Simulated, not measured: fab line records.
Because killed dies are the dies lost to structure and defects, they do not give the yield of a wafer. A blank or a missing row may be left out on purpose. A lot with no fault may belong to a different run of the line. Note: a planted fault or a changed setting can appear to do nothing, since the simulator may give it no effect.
fab line records ; flow sky130
record lots=24; wafers=72; lastDay=50
route steps=708 shown METAL2@500 VIA2@508 VIA3@585 VIA4@640
lots that met no fault: from a run of the same line without faults
startH: hours from the record's first day to the start of the lot's first wafer shown ; waitH: time in hours since the lot's previous step ; " unchanged from the row above ; L1.1+2: several wafers, shown together as one row ; - no value present, or no start provided ; * or withheld: withheld ; < > ~ a bound
route shown NAME@n: names a module that has steps shown in the file, with the first one's number in the route ; usual: mean and standard deviation over wafers with no fault ; same: alike in all rows ; chamber/n: place in a boat ; sites: the reading at each site ; _std_site: the standard deviation of these ; _edge_site: inner sites' mean taken away from outer sites' mean ; radiusMm: how far each site lies from the wafer's centre ; mask NAME#n: copy n ; behind: the most recent tool/chamber to have shaped the wafer ; hold: what put the lot on hold/how long, in hours/how the hold closed ; device: names the non-switching transistor (n, p or np) ; end of line: tests run on the same wafers once the route is complete ; a step with no rows: only its recipe ; killed: at the first sort, the dies lost to defects and structure; wafer yield is something else ; map: dies across one wafer; x = killed, . = not, _ = none there
set.NAME: setting as actually run; set.NAME@STEP: the setting as run at that earlier step ; model.NAME: the simulator's own value behind a step, which no gauge read
route steps across a sampled set of lots; one table per step, one row per wafer
services: the hour from which a tool's chamber was out of use, counted from the record's first day as startH (under 0 if before that day), plus the number of hours and why
## steps
# step SKY_METAL2_DESCUM_17
# recipe chemistry=O2; sourcePowerW=150; biasPowerW=0; pressureMtorr=10; tempC=40; timeS=8
# usual drypumpMotorCurrentA=5.7/0.49; oesProductAu=0.996/0.0069
# same biasPowerW=0
lot.wafer;tool;chamber;startH;waitH;drypumpMotorCurrentA;oesProductAu;rfHoursCounterH
L074.3;rieMetal-02;1;805.15;0.0;5.6;0.993;-
L074.5;rieMetal-02;0;805.15;0.0;5.6;1.004;-
L074.6;rieMetal-02;1;805.15;0.0;5.6;0.985;-
L075.1;rieMetal-02;0;810.27;0.0;5.6;0.997;5
L075.5;rieMetal-02;0;810.27;0.0;5.6;0.999;-
L075.6;rieMetal-02;1;810.27;0.0;5.6;0.995;-
L076.3;rieMetal-02;0;823.00;0.0;5.6;0.994;-
L076.4;rieMetal-02;1;823.00;0.0;5.6;0.995;-
L076.6;rieMetal-02;0;823.00;0.0;5.7;0.995;-
L077.1;rieMetal-04;1;834.29;0.0;4.8;1.004;12
L077.2;rieMetal-04;0;834.29;0.0;6.2;0.996;3
L077.4;rieMetal-04;1;834.29;0.0;4.8;0.991;-
L078.4;rieMetal-02;0;864.63;0.0;5.6;1.000;-
L078.5;rieMetal-02;1;864.63;0.0;5.6;0.994;-
L078.6;rieMetal-02;0;864.63;0.0;5.6;0.990;-
L080.2;rieMetal-04;1;864.97;0.0;4.8;0.995;14
L080.3;rieMetal-04;1;864.97;0.0;4.8;0.995;-
L080.6;rieMetal-04;0;864.97;0.0;6.2;0.988;-
L079.1;rieMetal-02;1;866.63;0.0;5.6;1.005;2
L079.2;rieMetal-02;0;866.63;0.0;5.6;1.010;8
L079.6;rieMetal-02;1;866.63;0.0;5.6;1.001;-
L081.1;rieMetal-03;1;870.84;0.0;5.4;0.995;15
L081.2;rieMetal-03;0;870.84;0.0;6.5;0.986;2
L081.6;rieMetal-03;0;870.84;0.0;6.6;0.990;-
L082.1;rieMetal-04;1;872.67;0.0;4.9;0.997;14
L082.2;rieMetal-04;0;872.67;0.0;6.1;0.995;5
L082.4;rieMetal-04;1;872.67;0.0;4.9;0.996;-
L083.1;rieMetal-03;1;901.34;0.0;5.4;0.991;17
L083.4;rieMetal-03;1;901.34;0.0;5.4;1.003;-
L083.6;rieMetal-03;1;901.34;0.0;5.4;0.985;-
L085.2;rieMetal-03;1;904.41;0.0;5.4;0.996;17
L085.4;rieMetal-03;0;904.41;0.0;6.5;0.993;-
L085.6;rieMetal-03;0;904.41;0.0;6.5;0.984;-
L084.1;rieMetal-02;0;905.52;0.0;5.6;0.999;9
L084.2;rieMetal-02;0;905.52;0.0;5.7;1.006;-
L084.3;rieMetal-02;0;905.52;0.0;5.6;1.012;-
L086.2;rieMetal-04;0;912.38;0.0;6.2;0.984;7
L086.3;rieMetal-04;0;912.38;0.0;6.2;0.982;-
L086.4;rieMetal-04;1;912.38;0.0;4.8;1.001;-
L087.1;rieMetal-02;1;917.49;0.0;5.6;0.995;3
L087.5;rieMetal-02;0;917.49;0.0;5.6;1.007;-
L087.6;rieMetal-02;1;917.49;0.0;5.6;1.004;-
L088.3;rieMetal-04;1;922.34;0.0;4.8;0.999;-
L088.4;rieMetal-04;0;922.34;0.0;6.2;0.999;-
L088.6;rieMetal-04;1;922.34;0.0;4.9;1.005;-
L089.2;rieMetal-02;1;926.84;0.0;5.6;0.990;4
L089.4;rieMetal-02;1;926.84;0.0;5.6;0.997;-
L089.5;rieMetal-02;0;926.84;0.0;5.7;0.980;-
L090.1;rieMetal-03;1;932.09;0.0;5.4;0.991;18
L090.3;rieMetal-03;0;932.09;0.0;6.6;0.992;-
L090.5;rieMetal-03;1;932.09;0.0;5.4;0.992;-
L091.1;rieMetal-02;1;938.04;0.0;5.6;1.007;4
L091.3;rieMetal-02;0;938.04;0.0;5.6;1.011;-
L091.6;rieMetal-02;1;938.04;0.0;5.6;1.000;-
L092.2;rieMetal-04;1;946.09;0.0;4.9;1.002;18
L092.3;rieMetal-04;1;946.09;0.0;4.8;0.996;-
L092.6;rieMetal-04;1;946.09;0.0;4.8;1.000;-
L093.2;rieMetal-03;0;955.94;0.0;6.5;0.999;6
L093.5;rieMetal-03;1;955.94;0.0;5.4;0.998;-
L093.6;rieMetal-03;0;955.94;0.0;6.6;0.997;-
L094.2;rieMetal-02;0;964.69;0.0;5.6;1.012;12
L094.3;rieMetal-02;0;964.69;0.0;5.6;1.003;-
L094.5;rieMetal-02;1;964.69;0.0;5.6;0.999;-
L095.1;rieMetal-02;1;971.77;0.0;5.6;0.995;6
L095.2;rieMetal-02;0;971.77;0.0;5.6;1.002;12
L095.6;rieMetal-02;0;971.77;0.0;5.6;0.998;-
L096.1;rieMetal-04;1;974.89;0.0;4.8;0.995;19
L096.2;rieMetal-04;0;974.89;0.0;6.2;0.998;10
L096.4;rieMetal-04;0;974.89;0.0;6.2;0.984;-
L097.2;rieMetal-03;0;980.47;0.0;6.5;0.994;8
L097.3;rieMetal-03;1;980.47;0.0;5.4;0.992;-
L097.4;rieMetal-03;0;980.47;0.0;6.5;0.994;-
# step SKY_VIA2_THK_MEAS_01
# recipe reads=SiO2_of_VIA2_HDPCVD_00
# usual VIA2_HDPCVD_THK=1183/13
lot.wafer;tool;chamber;startH;waitH;VIA2_HDPCVD_THK[nm]
L074.3;filmMetro-03;-;806.06;0.1;1165
L074.5;filmMetro-03;-;806.06;0.1;1185
L074.6;filmMetro-03;-;806.06;0.1;1199
L075.1;filmMetro-03;-;811.21;0.1;1169
L075.5;filmMetro-03;-;811.21;0.1;1188
L075.6;filmMetro-03;-;811.21;0.1;1175
L076.3;filmMetro-03;-;823.97;0.1;1172
L076.4;filmMetro-03;-;823.97;0.1;1161
L076.6;filmMetro-03;-;823.97;0.1;1177
L077.1;filmMetro-03;-;835.19;0.1;1211
L077.2;filmMetro-03;-;835.19;0.1;1194
L077.4;filmMetro-03;-;835.19;0.1;1198
L078.4;filmMetro-02;-;865.60;0.0;1172
L078.5;filmMetro-02;-;865.60;0.0;1163
L078.6;filmMetro-02;-;865.60;0.0;1175
L080.2;filmMetro-03;-;865.89;0.1;1209
L080.3;filmMetro-03;-;865.89;0.1;1218
L080.6;filmMetro-03;-;865.89;0.1;1211
L079.1;filmMetro-03;-;867.57;0.1;1204
L079.2;filmMetro-03;-;867.57;0.1;1199
L079.6;filmMetro-03;-;867.57;0.1;1216
L081.1;filmMetro-02;-;871.74;0.1;1201
L081.2;filmMetro-02;-;871.74;0.1;1212
L081.6;filmMetro-02;-;871.74;0.1;1209
L082.1;filmMetro-03;-;873.57;0.1;1175
L082.2;filmMetro-03;-;873.57;0.1;1170
L082.4;filmMetro-03;-;873.57;0.1;1183
L083.1;filmMetro-01;-;902.24;0.1;1204
L083.4;filmMetro-01;-;902.24;0.1;1188
L083.6;filmMetro-01;-;902.24;0.1;1191
L085.2;filmMetro-01;-;905.32;0.1;1176
L085.4;filmMetro-01;-;905.32;0.1;1182
L085.6;filmMetro-01;-;905.32;0.1;1176
L084.1;filmMetro-02;-;906.61;0.1;1165
L084.2;filmMetro-02;-;906.61;0.1;1169
L084.3;filmMetro-02;-;906.61;0.1;1178
L086.2;filmMetro-03;-;913.33;0.1;1190
L086.3;filmMetro-03;-;913.33;0.1;1182
L086.4;filmMetro-03;-;913.33;0.1;1187
L087.1;filmMetro-01;-;918.43;0.1;1179
L087.5;filmMetro-01;-;918.43;0.1;1172
L087.6;filmMetro-01;-;918.43;0.1;1162
L088.3;filmMetro-02;-;923.25;0.1;1169
L088.4;filmMetro-02;-;923.25;0.1;1196
L088.6;filmMetro-02;-;923.25;0.1;1178
L089.2;filmMetro-01;-;927.79;0.1;1186
L089.4;filmMetro-01;-;927.79;0.1;1176
L089.5;filmMetro-01;-;927.79;0.1;1175
L090.1;filmMetro-03;-;933.01;0.1;1180
L090.3;filmMetro-03;-;933.01;0.1;1181
L090.5;filmMetro-03;-;933.01;0.1;1182
L091.1;filmMetro-03;-;938.95;0.1;1169
L091.3;filmMetro-03;-;938.95;0.1;1166
L091.6;filmMetro-03;-;938.95;0.1;1184
L092.2;filmMetro-03;-;947.00;0.1;1172
L092.3;filmMetro-03;-;947.00;0.1;1178
L092.6;filmMetro-03;-;947.00;0.1;1176
L093.2;filmMetro-01;-;956.85;0.1;1179
L093.5;filmMetro-01;-;956.85;0.1;1181
L093.6;filmMetro-01;-;956.85;0.1;1180
L094.2;filmMetro-01;-;965.61;0.1;1172
L094.3;filmMetro-01;-;965.61;0.1;1173
L094.5;filmMetro-01;-;965.61;0.1;1186
L095.1;filmMetro-03;-;972.68;0.1;1163
L095.2;filmMetro-03;-;972.68;0.1;1176
L095.6;filmMetro-03;-;972.68;0.1;1175
L096.1;filmMetro-03;-;975.80;0.1;1183
L096.2;filmMetro-03;-;975.80;0.1;1179
L096.4;filmMetro-03;-;975.80;0.1;1169
L097.2;filmMetro-01;-;981.46;0.1;1183
L097.3;filmMetro-01;-;981.46;0.1;1181
L097.4;filmMetro-01;-;981.46;0.1;1186
# step SKY_VIA2_BOW_MEAS_03
# recipe mode=bow
# usual VIA2_BOW=84/8.1
lot.wafer;tool;chamber;startH;waitH;VIA2_BOW[um]
L074.3;filmMetro-03;-;806.44;0.2;77
L074.5;filmMetro-03;-;806.44;0.2;83
L074.6;filmMetro-03;-;806.44;0.2;89
L075.1;filmMetro-01;-;811.57;0.2;75
L075.5;filmMetro-01;-;811.57;0.2;79
L075.6;filmMetro-01;-;811.57;0.2;84
L076.3;filmMetro-02;-;824.35;0.1;101
L076.4;filmMetro-02;-;824.35;0.1;75
L076.6;filmMetro-02;-;824.35;0.1;93
L077.1;filmMetro-02;-;835.55;0.1;90
L077.2;filmMetro-02;-;835.55;0.1;77
L077.4;filmMetro-02;-;835.55;0.1;80
L078.4;filmMetro-01;-;865.99;0.3;96
L078.5;filmMetro-01;-;865.99;0.3;73
L078.6;filmMetro-01;-;865.99;0.3;80
L080.2;filmMetro-01;-;866.26;0.2;76
L080.3;filmMetro-01;-;866.26;0.2;77
L080.6;filmMetro-01;-;866.26;0.2;73
L079.1;filmMetro-03;-;867.93;0.2;69
L079.2;filmMetro-03;-;867.93;0.2;74
L079.6;filmMetro-03;-;867.93;0.2;75
L081.1;filmMetro-03;-;872.10;0.1;85
L081.2;filmMetro-03;-;872.10;0.1;80
L081.6;filmMetro-03;-;872.10;0.1;78
L082.1;filmMetro-01;-;873.94;0.2;74
L082.2;filmMetro-01;-;873.94;0.2;66
L082.4;filmMetro-01;-;873.94;0.2;89
L083.1;filmMetro-03;-;902.60;0.2;95
L083.4;filmMetro-03;-;902.60;0.2;76
L083.6;filmMetro-03;-;902.60;0.2;80
L085.2;filmMetro-02;-;905.69;0.2;86
L085.4;filmMetro-02;-;905.69;0.2;88
L085.6;filmMetro-02;-;905.69;0.2;90
L084.1;filmMetro-03;-;906.97;0.1;78
L084.2;filmMetro-03;-;906.97;0.1;73
L084.3;filmMetro-03;-;906.97;0.1;83
L086.2;filmMetro-03;-;913.70;0.3;91
L086.3;filmMetro-03;-;913.70;0.3;95
L086.4;filmMetro-03;-;913.70;0.3;90
L087.1;filmMetro-03;-;918.79;0.2;84
L087.5;filmMetro-03;-;918.79;0.2;90
L087.6;filmMetro-03;-;918.79;0.2;84
L088.3;filmMetro-02;-;923.63;0.3;92
L088.4;filmMetro-02;-;923.63;0.3;87
L088.6;filmMetro-02;-;923.63;0.3;88
L089.2;filmMetro-01;-;928.16;0.3;85
L089.4;filmMetro-01;-;928.16;0.3;80
L089.5;filmMetro-01;-;928.16;0.3;85
L090.1;filmMetro-02;-;933.45;0.2;114
L090.3;filmMetro-02;-;933.45;0.2;100
L090.5;filmMetro-02;-;933.45;0.2;100
L091.1;filmMetro-03;-;939.31;0.1;75
L091.3;filmMetro-03;-;939.31;0.1;94
L091.6;filmMetro-03;-;939.31;0.1;87
L092.2;filmMetro-02;-;947.52;0.1;87
L092.3;filmMetro-02;-;947.52;0.1;87
L092.6;filmMetro-02;-;947.52;0.1;72
L093.2;filmMetro-02;-;957.22;0.2;83
L093.5;filmMetro-02;-;957.22;0.2;91
L093.6;filmMetro-02;-;957.22;0.2;77
L094.2;filmMetro-01;-;965.98;0.2;79
L094.3;filmMetro-01;-;965.98;0.2;74
L094.5;filmMetro-01;-;965.98;0.2;71
L095.1;filmMetro-01;-;974.69;0.2;95
L095.2;filmMetro-01;-;974.69;0.2;83
L095.6;filmMetro-01;-;974.69;0.2;90
L096.1;filmMetro-03;-;976.49;0.1;95
L096.2;filmMetro-03;-;976.49;0.1;89
L096.4;filmMetro-03;-;976.49;0.1;91
L097.2;filmMetro-03;-;981.83;0.2;76
L097.3;filmMetro-03;-;981.83;0.2;88
L097.4;filmMetro-03;-;981.83;0.2;85
# step SKY_VIA2_ETCH_15
# recipe target=SiO2; chemistry=C4F8/O2/Ar; targetDepthNm=546; stopOn=TiN; maskMaterial=KrF-thick; sourceW=1500; biasW=1200; pressureMtorr=40; c4f8FlowSccm=withheld; O2_flow_sccm=6; Ar_flow_sccm=300; timeS=84
# usual oesProductAu=0.939/0.0049
lot.wafer;tool;chamber;startH;waitH;oesProductAu;rfHoursCounterH
L074.3;rieDiel-03;3;833.96;0.0;0.943;7
L074.5;rieDiel-03;0;833.96;0.0;0.945;-
L074.6;rieDiel-03;1;833.96;0.0;0.946;-
L075.1;rieDiel-01;2;839.03;0.0;0.944;1
L075.5;rieDiel-01;1;839.03;0.0;0.937;-
L075.6;rieDiel-01;2;839.03;0.0;0.940;-
L076.3;rieDiel-01;0;851.98;0.0;0.944;10
L076.4;rieDiel-01;1;851.98;0.0;0.941;3
L076.6;rieDiel-01;1;851.98;0.0;0.933;-
L077.1;rieDiel-02;0;862.26;0.0;0.939;2
L077.2;rieDiel-02;1;862.26;0.0;0.942;12
L077.4;rieDiel-02;2;862.26;0.0;0.944;20
L078.4;rieDiel-02;3;893.81;0.0;0.934;23
L078.5;rieDiel-02;3;893.81;0.0;0.937;-
L078.6;rieDiel-02;0;893.81;0.0;0.934;-
L080.2;rieDiel-03;0;894.16;0.0;0.944;12
L080.3;rieDiel-03;3;894.16;0.0;0.935;9
L080.6;rieDiel-03;1;894.16;0.0;0.945;-
L079.1;rieDiel-01;1;895.03;0.0;0.951;4
L079.2;rieDiel-01;0;895.03;0.0;0.926;12
L079.6;rieDiel-01;2;895.03;0.0;0.934;-
L081.1;rieDiel-01;2;899.21;0.0;0.929;2
L081.2;rieDiel-01;1;899.21;0.0;0.940;5
L081.6;rieDiel-01;0;899.21;0.0;0.948;-
L082.1;rieDiel-02;2;901.46;0.0;0.938;22
L082.2;rieDiel-02;1;901.46;0.0;0.940;13
L082.4;rieDiel-02;3;901.46;0.0;0.936;23
L083.1;rieDiel-03;2;927.58;0.0;0.939;16
L083.4;rieDiel-03;1;927.58;0.0;0.938;-
L083.6;rieDiel-03;3;927.58;0.0;0.936;-
L085.2;rieDiel-03;3;929.81;0.0;0.937;11
L085.4;rieDiel-03;3;929.81;0.0;0.938;-
L085.6;rieDiel-03;1;929.81;0.0;0.946;-
L084.1;rieDiel-02;3;931.78;0.0;0.940;24
L084.2;rieDiel-02;2;931.78;0.0;0.938;22
L084.3;rieDiel-02;1;931.78;0.0;0.938;14
L086.2;rieDiel-02;2;939.01;0.0;0.931;23
L086.3;rieDiel-02;3;939.01;0.0;0.941;24
L086.4;rieDiel-02;0;939.01;0.0;0.933;4
L087.1;rieDiel-01;1;943.48;0.0;0.939;6
L087.5;rieDiel-01;1;943.48;0.0;0.936;-
L087.6;rieDiel-01;0;943.48;0.0;0.936;-
L088.3;rieDiel-03;1;948.16;0.0;0.943;6
L088.4;rieDiel-03;3;948.16;0.0;0.936;11
L088.6;rieDiel-03;3;948.16;0.0;0.932;-
L089.2;rieDiel-02;1;952.21;0.0;0.933;15
L089.4;rieDiel-02;3;952.21;0.0;0.945;25
L089.5;rieDiel-02;1;952.21;0.0;0.937;-
L090.1;rieDiel-03;2;956.76;0.0;0.944;17
L090.3;rieDiel-03;3;956.76;0.0;0.951;11
L090.5;rieDiel-03;1;956.76;0.0;0.932;-
L091.1;rieDiel-03;2;963.43;0.0;0.940;17
L091.3;rieDiel-03;0;963.43;0.0;0.943;14
L091.6;rieDiel-03;1;963.43;0.0;0.942;-
L092.2;rieDiel-02;2;971.93;0.0;0.941;24
L092.3;rieDiel-02;3;971.93;0.0;0.933;25
L092.6;rieDiel-02;2;971.93;0.0;0.941;-
L093.2;rieDiel-03;3;981.16;0.0;0.939;12
L093.5;rieDiel-03;0;981.16;0.0;0.943;-
L093.6;rieDiel-03;1;981.16;0.0;0.941;-
L094.2;rieDiel-03;0;989.91;0.0;0.929;15
L094.3;rieDiel-03;3;989.91;0.0;0.940;13
L094.5;rieDiel-03;3;989.91;0.0;0.935;-
L095.1;rieDiel-01;1;997.91;0.0;0.943;7
L095.2;rieDiel-01;3;997.91;0.0;0.930;18
L095.6;rieDiel-01;3;997.91;0.0;0.942;-
L096.1;rieDiel-02;1;999.95;0.0;0.943;16
L096.2;rieDiel-02;3;999.95;0.0;0.939;26
L096.4;rieDiel-02;2;999.95;0.0;0.942;-
L097.2;rieDiel-01;2;1004.88;0.0;0.940;5
L097.3;rieDiel-01;1;1004.88;0.0;0.938;8
L097.4;rieDiel-01;2;1004.88;0.0;0.936;-
# step SKY_VIA3_CD_MEAS_12
# recipe targetCdNm=200
# usual cdNm=200.1/1.5
lot.wafer;tool;chamber;startH;waitH;cdNm
L074.3;cdSem-02;-;916.66;-;199.6
L074.5;cdSem-02;-;916.66;-;199.2
L074.6;cdSem-02;-;916.66;-;199.4
L075.1;cdSem-01;-;923.19;-;199.0
L075.5;cdSem-01;-;923.19;-;198.6
L075.6;cdSem-01;-;923.19;-;199.3
L076.3;cdSem-01;-;933.22;-;199.5
L076.4;cdSem-01;-;933.22;-;199.3
L076.6;cdSem-01;-;933.22;-;199.5
L077.1;cdSem-01;-;942.28;-;201.7
L077.2;cdSem-01;-;942.28;-;200.8
L077.4;cdSem-01;-;942.28;-;200.5
L078.4;cdSem-01;-;970.23;-;202.3
L078.5;cdSem-01;-;970.23;-;200.2
L078.6;cdSem-01;-;970.23;-;202.4
L080.2;cdSem-01;-;970.34;-;197.3
L080.3;cdSem-01;-;970.34;-;197.6
L080.6;cdSem-01;-;970.34;-;198.1
L079.1;cdSem-01;-;972.03;-;202.1
L079.2;cdSem-01;-;972.03;-;202.1
L079.6;cdSem-01;-;972.03;-;200.8
L081.1;cdSem-01;-;975.32;-;199.7
L081.2;cdSem-01;-;975.32;-;199.4
L081.6;cdSem-01;-;975.32;-;200.1
L082.1;cdSem-01;-;977.68;-;199.5
L082.2;cdSem-01;-;977.68;-;199.2
L082.4;cdSem-01;-;977.68;-;199.5
L083.1;cdSem-01;-;1003.62;-;199.3
L083.4;cdSem-01;-;1003.62;-;199.8
L083.6;cdSem-01;-;1003.62;-;198.2
L085.2;cdSem-01;-;1004.82;-;198.6
L085.4;cdSem-01;-;1004.82;-;198.3
L085.6;cdSem-01;-;1004.82;-;199.6
L084.1;cdSem-01;-;1005.93;-;202.3
L084.2;cdSem-01;-;1005.93;-;200.6
L084.3;cdSem-01;-;1005.93;-;200.3
L086.2;cdSem-01;-;1013.14;-;201.6
L086.3;cdSem-01;-;1013.14;-;200.8
L086.4;cdSem-01;-;1013.14;-;201.5
L087.1;cdSem-01;-;1017.93;-;202.0
L087.5;cdSem-01;-;1017.93;-;201.8
L087.6;cdSem-01;-;1017.93;-;202.0
L088.3;cdSem-01;-;1021.97;-;197.9
L088.4;cdSem-01;-;1021.97;-;197.3
L088.6;cdSem-01;-;1021.97;-;198.1
L089.2;cdSem-01;-;1026.84;-;201.4
L089.4;cdSem-01;-;1026.84;-;201.7
L089.5;cdSem-01;-;1026.84;-;203.3
L090.1;cdSem-01;-;1031.23;-;201.2
L090.3;cdSem-01;-;1031.23;-;199.5
L090.5;cdSem-01;-;1031.23;-;199.9
L091.1;cdSem-01;-;1035.98;-;198.6
L091.3;cdSem-01;-;1035.98;-;197.7
L091.6;cdSem-01;-;1035.98;-;198.8
L092.2;cdSem-01;-;1046.09;-;201.0
L092.3;cdSem-01;-;1046.09;-;200.6
L092.6;cdSem-01;-;1046.09;-;200.7
L093.2;cdSem-01;-;1055.10;-;201.5
L093.5;cdSem-01;-;1055.10;-;201.1
L093.6;cdSem-01;-;1055.10;-;201.0
L094.2;cdSem-01;-;1058.45;-;199.4
L094.3;cdSem-01;-;1058.45;-;197.3
L094.5;cdSem-01;-;1058.45;-;198.9
L095.1;cdSem-01;-;1068.27;-;202.8
L095.2;cdSem-01;-;1068.27;-;202.1
L095.6;cdSem-01;-;1068.27;-;201.7
L096.1;cdSem-01;-;1069.37;-;200.6
L096.2;cdSem-01;-;1069.37;-;200.4
L096.4;cdSem-01;-;1069.37;-;200.5
L097.2;cdSem-01;-;1075.39;-;200.4
L097.3;cdSem-01;-;1075.39;-;200.8
L097.4;cdSem-01;-;1075.39;-;201.2
# step SKY_VIA4_THK_MEAS_01
# recipe reads=SiO2_of_VIA4_HDPCVD_00
# usual VIA4_HDPCVD_THK=1746/17
lot.wafer;tool;chamber;startH;waitH;VIA4_HDPCVD_THK[nm]
L074.3;filmMetro-03;-;968.28;0.1;1751
L074.5;filmMetro-03;-;968.28;0.1;1733
L074.6;filmMetro-03;-;968.28;0.1;1733
L075.1;filmMetro-03;-;975.01;0.1;1763
L075.5;filmMetro-03;-;975.01;0.1;1745
L075.6;filmMetro-03;-;975.01;0.1;1718
L076.3;filmMetro-03;-;983.95;0.1;1757
L076.4;filmMetro-03;-;983.95;0.1;1731
L076.6;filmMetro-03;-;983.95;0.1;1753
L077.1;filmMetro-03;-;994.23;0.1;1763
L077.2;filmMetro-03;-;994.23;0.1;1780
L077.4;filmMetro-03;-;994.23;0.1;1742
L078.4;filmMetro-01;-;1019.80;0.0;1760
L078.5;filmMetro-01;-;1019.80;0.0;1745
L078.6;filmMetro-01;-;1019.80;0.0;1765
L080.2;filmMetro-01;-;1020.55;0.1;1736
L080.3;filmMetro-01;-;1020.55;0.1;1756
L080.6;filmMetro-01;-;1020.55;0.1;1749
L079.1;filmMetro-01;-;1024.49;0.1;1760
L079.2;filmMetro-01;-;1024.49;0.1;1765
L079.6;filmMetro-01;-;1024.49;0.1;1753
L081.1;filmMetro-02;-;1025.32;0.1;1749
L081.2;filmMetro-02;-;1025.32;0.1;1743
L081.6;filmMetro-02;-;1025.32;0.1;1743
L082.1;filmMetro-01;-;1028.25;0.1;1763
L082.2;filmMetro-01;-;1028.25;0.1;1779
L082.4;filmMetro-01;-;1028.25;0.1;1773
L083.1;filmMetro-03;-;1054.95;0.2;1727
L083.4;filmMetro-03;-;1054.95;0.2;1702
L083.6;filmMetro-03;-;1054.95;0.2;1730
L085.2;filmMetro-02;-;1055.22;0.1;1746
L085.4;filmMetro-02;-;1055.22;0.1;1746
L085.6;filmMetro-02;-;1055.22;0.1;1750
L084.1;filmMetro-03;-;1056.00;0.2;1766
L084.2;filmMetro-03;-;1056.00;0.2;1746
L084.3;filmMetro-03;-;1056.00;0.2;1751
L086.2;filmMetro-01;-;1059.41;0.1;1741
L086.3;filmMetro-01;-;1059.41;0.1;1734
L086.4;filmMetro-01;-;1059.41;0.1;1718
L087.1;filmMetro-03;-;1062.66;0.1;1745
L087.5;filmMetro-03;-;1062.66;0.1;1742
L087.6;filmMetro-03;-;1062.66;0.1;1755
L088.3;filmMetro-03;-;1067.02;0.1;1754
L088.4;filmMetro-03;-;1067.02;0.1;1767
L088.6;filmMetro-03;-;1067.02;0.1;1752
L089.2;filmMetro-03;-;1073.11;0.1;1749
L089.4;filmMetro-03;-;1073.11;0.1;1773
L089.5;filmMetro-03;-;1073.11;0.1;1753
L090.1;filmMetro-01;-;1077.97;0.1;1736
L090.3;filmMetro-01;-;1077.97;0.1;1765
L090.5;filmMetro-01;-;1077.97;0.1;1773
L091.1;filmMetro-03;-;1082.35;0.1;1732
L091.3;filmMetro-03;-;1082.35;0.1;1737
L091.6;filmMetro-03;-;1082.35;0.1;1748
L092.2;filmMetro-03;-;1089.54;0.1;1716
L092.3;filmMetro-03;-;1089.54;0.1;1732
L092.6;filmMetro-03;-;1089.54;0.1;1733
L093.2;filmMetro-02;-;1100.43;0.1;1738
L093.5;filmMetro-02;-;1100.43;0.1;1745
L093.6;filmMetro-02;-;1100.43;0.1;1735
L094.2;filmMetro-02;-;1102.98;0.1;1732
L094.3;filmMetro-02;-;1102.98;0.1;1766
L094.5;filmMetro-02;-;1102.98;0.1;1744
L095.1;filmMetro-01;-;1111.69;0.1;1749
L095.2;filmMetro-01;-;1111.69;0.1;1769
L095.6;filmMetro-01;-;1111.69;0.1;1771
L096.1;filmMetro-01;-;1112.13;0.1;1724
L096.2;filmMetro-01;-;1112.13;0.1;1731
L096.4;filmMetro-01;-;1112.13;0.1;1707
L097.2;filmMetro-02;-;1119.27;0.1;1732
L097.3;filmMetro-02;-;1119.27;0.1;1726
L097.4;filmMetro-02;-;1119.27;0.1;1748
## services
tool;chamber;startH;hours;kind
rieDiel-03;3;784.35;4.3;repair
rieDiel-02;0;790.09;-;clean
rieDiel-02;0;790.09;17.5;scheduledDown
rieDiel-02;0;790.09;17.5;ventCycle
rieDiel-01;1;797.64;8.1;repair
rieMetal-02;1;810.73;-;clean
rieMetal-02;1;810.73;10.8;scheduledDown
rieMetal-02;1;810.73;10.8;ventCycle
rieMetal-04;-;811.82;2.8;pm
rieDiel-02;0;819.26;1.8;repair
rieDiel-03;3;822.77;11.0;repair
rieDiel-01;-;824.12;0.4;repair
rieDiel-03;0;836.64;2.2;repair
rieDiel-01;1;853.89;1.4;repair
rieDiel-02;-;864.44;0.2;repair
rieDiel-02;2;902.52;7.1;repair
rieMetal-02;1;905.05;10.4;repair
rieDiel-03;0;919.19;15.4;repair
rieMetal-04;-;937.60;1.5;repair
rieDiel-02;0;962.38;44.1;repair
rieDiel-02;-;977.39;15.6;pm
rieMetal-02;-;978.21;2.8;pm
rieDiel-03;3;991.12;9.3;repair
rieDiel-01;0;1002.29;12.7;repair
## key
fault none
